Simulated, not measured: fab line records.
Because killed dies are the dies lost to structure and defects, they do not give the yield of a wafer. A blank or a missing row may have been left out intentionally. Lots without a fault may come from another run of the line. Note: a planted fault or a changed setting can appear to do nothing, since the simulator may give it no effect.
What tool caused it? / flow gf180mcu / 42 wafers from 14 lots sampled at 4 of the route's 602 steps

== WHAT THE GAUGES READ, wafer by wafer ==
GF_V1_THK_MEAS_03.
lot=L252; measured=day 17 06:19; on=filmMetro-04; V1_CVD_02_THK (nm)=838 852 864
lot=L253; measured=day 17 16:14; on=filmMetro-04; V1_CVD_02_THK (nm)=859 858 829
lot=L257; measured=day 19 17:07; on=filmMetro-02; V1_CVD_02_THK (nm)=853 867 861
lot=L256; measured=day 19 17:29; on=filmMetro-04; V1_CVD_02_THK (nm)=851 826 863
lot=L258; measured=day 20 05:20; on=filmMetro-02; V1_CVD_02_THK (nm)=846 838 840
lot=L259; measured=day 20 05:43; on=filmMetro-03; V1_CVD_02_THK (nm)=861 852 864
lot=L260; measured=day 20 16:52; on=filmMetro-03; V1_CVD_02_THK (nm)=853 844 863
lot=L263; measured=day 21 15:07; on=filmMetro-03; V1_CVD_02_THK (nm)=860 879 872
lot=L264; measured=day 22 04:55; on=filmMetro-02; V1_CVD_02_THK (nm)=850 856 869
lot=L266; measured=day 22 18:10; on=filmMetro-02; V1_CVD_02_THK (nm)=857 866 867
lot=L267; measured=day 23 00:44; on=filmMetro-03; V1_CVD_02_THK (nm)=853 860 857
lot=L268; measured=day 23 04:20; on=filmMetro-02; V1_CVD_02_THK (nm)=817 844 855
lot=L269; measured=day 23 12:43; on=filmMetro-03; V1_CVD_02_THK (nm)=850 877 854
lot=L271; measured=day 24 07:04; on=filmMetro-03; V1_CVD_02_THK (nm)=848 847 857

GF_V1_OVL_MEAS_15.
lot=L252; measured=day 18 06:04; on=overlay-02; V1_OVL (nm)=3 1 0
lot=L253; measured=day 18 15:47; on=overlay-01; V1_OVL (nm)=0 4 10
lot=L257; measured=day 20 17:20; on=overlay-01; V1_OVL (nm)=14 5 11
lot=L256; measured=day 20 18:55; on=overlay-02; V1_OVL (nm)=0 0 16
lot=L258; measured=day 21 06:32; on=overlay-01; V1_OVL (nm)=-5 3 4
lot=L259; measured=day 21 06:52; on=overlay-01; V1_OVL (nm)=7 -5 -2
lot=L260; measured=day 21 17:32; on=overlay-01; V1_OVL (nm)=-5 0 2
lot=L263; measured=day 22 14:44; on=overlay-02; V1_OVL (nm)=-5 1 14
lot=L264; measured=day 23 04:25; on=overlay-02; V1_OVL (nm)=1 6 -6
lot=L266; measured=day 23 17:26; on=overlay-02; V1_OVL (nm)=7 -1 5
lot=L267; measured=day 23 23:41; on=overlay-02; V1_OVL (nm)=5 2 -6
lot=L268; measured=day 24 03:17; on=overlay-01; V1_OVL (nm)=-2 -3 -1
lot=L269; measured=day 24 12:08; on=overlay-01; V1_OVL (nm)=1 12 -4
lot=L271; measured=day 25 04:53; on=overlay-02; V1_OVL (nm)=2 2 3

GF_V3_OVL_MEAS_15.
lot=L252; measured=day 22 12:06; on=overlay-02; V3_OVL (nm)=3 6 -1
lot=L253; measured=day 22 20:50; on=overlay-01; V3_OVL (nm)=1 10 7
lot=L257; measured=day 24 19:26; on=overlay-02; V3_OVL (nm)=2 -11 1
lot=L256; measured=day 24 21:44; on=overlay-01; V3_OVL (nm)=-4 -2 -6
lot=L258; measured=day 25 09:08; on=overlay-01; V3_OVL (nm)=6 12 12
lot=L259; measured=day 25 07:33; on=overlay-01; V3_OVL (nm)=-5 3 -2
lot=L260; measured=day 25 16:25; on=overlay-01; V3_OVL (nm)=-8 -9 1
lot=L263; measured=day 26 10:44; on=overlay-02; V3_OVL (nm)=3 2 -1
lot=L264; measured=day 26 22:07; on=overlay-01; V3_OVL (nm)=-3 -4 10
lot=L266; measured=day 27 09:43; on=overlay-01; V3_OVL (nm)=2 5 1
lot=L267; measured=day 27 16:43; on=overlay-02; V3_OVL (nm)=-1 5 3
lot=L271; measured=day 28 17:52; on=overlay-02; V3_OVL (nm)=1 -8 -4

== WHAT TOOL EACH LOT RAN ON (gives the tool, then ch and the chambers of the sampled wafers, and finally the start) ==
lot=L252; GF_M2_DEVELOP_13=lithoTrack-03 ch 0, day 19 07:58
lot=L253; GF_M2_DEVELOP_13=lithoTrack-03 ch 0, day 19 17:28
lot=L257; GF_M2_DEVELOP_13=lithoTrack-03 ch 0, day 21 18:46
lot=L256; GF_M2_DEVELOP_13=lithoTrack-03 ch 0, day 21 20:14
lot=L258; GF_M2_DEVELOP_13=lithoTrack-03 ch 0, day 22 08:28
lot=L259; GF_M2_DEVELOP_13=lithoTrack-03 ch 0, day 22 08:11
lot=L260; GF_M2_DEVELOP_13=lithoTrack-03 ch 0, day 22 18:10
lot=L263; GF_M2_DEVELOP_13=lithoTrack-01 ch 0, day 23 14:43
lot=L264; GF_M2_DEVELOP_13=lithoTrack-03 ch 0, day 24 04:13
lot=L266; GF_M2_DEVELOP_13=lithoTrack-02 ch 0, day 24 17:20
lot=L267; GF_M2_DEVELOP_13=lithoTrack-02 ch 0, day 24 22:44
lot=L268; GF_M2_DEVELOP_13=lithoTrack-03, day 25 02:19
lot=L269; GF_M2_DEVELOP_13=lithoTrack-02, day 25 10:35
lot=L271; GF_M2_DEVELOP_13=lithoTrack-02 ch 0, day 26 03:11
- GF_M2_DEVELOP_13: develop time 60 s.

== AS READ BY THE TOOLS THEMSELVES (means over the sampled wafers that have a number; for cases with no such wafer, the mark the record gives instead) ==
GF_M2_DEVELOP_13.
lot=L252; tool=lithoTrack-03; chillPlateTempC (C)=22.98
lot=L253; tool=lithoTrack-03; chillPlateTempC (C)=22.98
lot=L257; tool=lithoTrack-03; chillPlateTempC (C)=22.83
lot=L256; tool=lithoTrack-03; chillPlateTempC (C)=22.94
lot=L258; tool=lithoTrack-03; chillPlateTempC (C)=23.01
lot=L259; tool=lithoTrack-03; chillPlateTempC (C)=22.97
lot=L260; tool=lithoTrack-03; chillPlateTempC (C)=22.93
lot=L263; tool=lithoTrack-01; chillPlateTempC (C)=22.87
lot=L264; tool=lithoTrack-03; chillPlateTempC (C)=22.94
lot=L266; tool=lithoTrack-02; chillPlateTempC (C)=22.89
lot=L267; tool=lithoTrack-02; chillPlateTempC (C)=23.15
lot=L268; tool=lithoTrack-03; chillPlateTempC (C)=-
lot=L269; tool=lithoTrack-02; chillPlateTempC (C)=-
lot=L271; tool=lithoTrack-02; chillPlateTempC (C)=23.07

== THE ANSWER, worked out from the rows above alone ==
Rule: usual is defined by the lots themselves. The widest of any qualifying gaps counts: lots, ordered by their means at a reading, are off when they make up no more than a third of the lots, leave a main group of 4 or more, and stand apart from it by 3 or more times the standard deviation of that group's means. If all means in a main group match to the digits the tables above print for the reading, that group is not used. A lot without any number at a reading at which 4 lots or more have one is off too. The other lots that the step has rows for count as sound. First the gauges in route order, then the tools' own readings, where a lot's mean is used as printed above. At the first step where some lot is off, the reading lying furthest off is the one used; lots without a number count as furthest.
Off: L268, L269, at GF_M2_DEVELOP_13 (chillPlateTempC). Without a number there: L268, L269. For the main group the mean is 22.96 C and the standard deviation 0.083.
A tool fits if, at that step or a process step before it, it ran every lot that is off, and no sound lot after the first of them. Of those tried, none fits.

== WHAT THE SIMULATOR HAD INSERTED ==
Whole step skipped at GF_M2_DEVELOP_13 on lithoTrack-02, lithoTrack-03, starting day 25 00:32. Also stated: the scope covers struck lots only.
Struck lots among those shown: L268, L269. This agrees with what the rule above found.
